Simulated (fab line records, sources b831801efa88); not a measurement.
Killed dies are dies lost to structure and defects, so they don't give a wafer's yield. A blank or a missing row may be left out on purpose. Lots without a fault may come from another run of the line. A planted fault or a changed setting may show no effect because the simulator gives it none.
Chamber matching | flow sfq_line | SFQ_TRILAYER_I0_VIA_ETCH_VIA_ETCH_034 on rie_diel-02: 4 sister chambers
The step etches SiO2 in CHF3, stops on Nb, target depth 260 nm. 4 wafers are shown with their chamber, then 7 later ones without.

WAFERS WITH THEIR CHAMBER
wafer  | chamber | drypump_motor_current_A (A)
L590.1 | 2       | 5.6
L590.5 | 0       | 5.4
L603.2 | 3       | 5.8
L603.4 | 1       | 5.8

WAFERS WITHOUT THEIR CHAMBER
wafer  | drypump_motor_current_A (A)
L603.6 | 5.8
L606.1 | 5.7
L606.2 | 5.8
L606.5 | 5.5
L609.2 | 5.8
L609.3 | 5.4
L609.6 | 5.8

WHICH CHAMBER EACH WENT THROUGH
wafer  | from the rows above          | in truth
L603.6 | can't be placed: 1 or 3      | 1
L606.1 | can't be placed: 1 or 3 or 2 | 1
L606.2 | can't be placed: 1 or 3      | 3
L606.5 | can't be placed: 0 or 2      | 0
L609.2 | can't be placed: 1 or 3      | 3
L609.3 | 0                            | 0
L609.6 | can't be placed: 1 or 3      | 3
Placed correctly: 1 of 7. Can't be placed from these rows: 6 (the true chamber is among the candidates in 6). Placed wrongly: 0.
How it was worked out, from the rows above alone: a wafer's distance from a chamber is the root of the sum, over the readings, of the square of ((its reading less the chamber's mean) divided by the reading's scatter). The wafer belongs to the nearest chamber; if the next one is less than 2 further off, it can't be placed. A chamber's mean is the mean of its shown wafers. The scatter: with one shown wafer a chamber, the root of the mean of the squares of how far each hidden wafer lies from its nearest shown one.
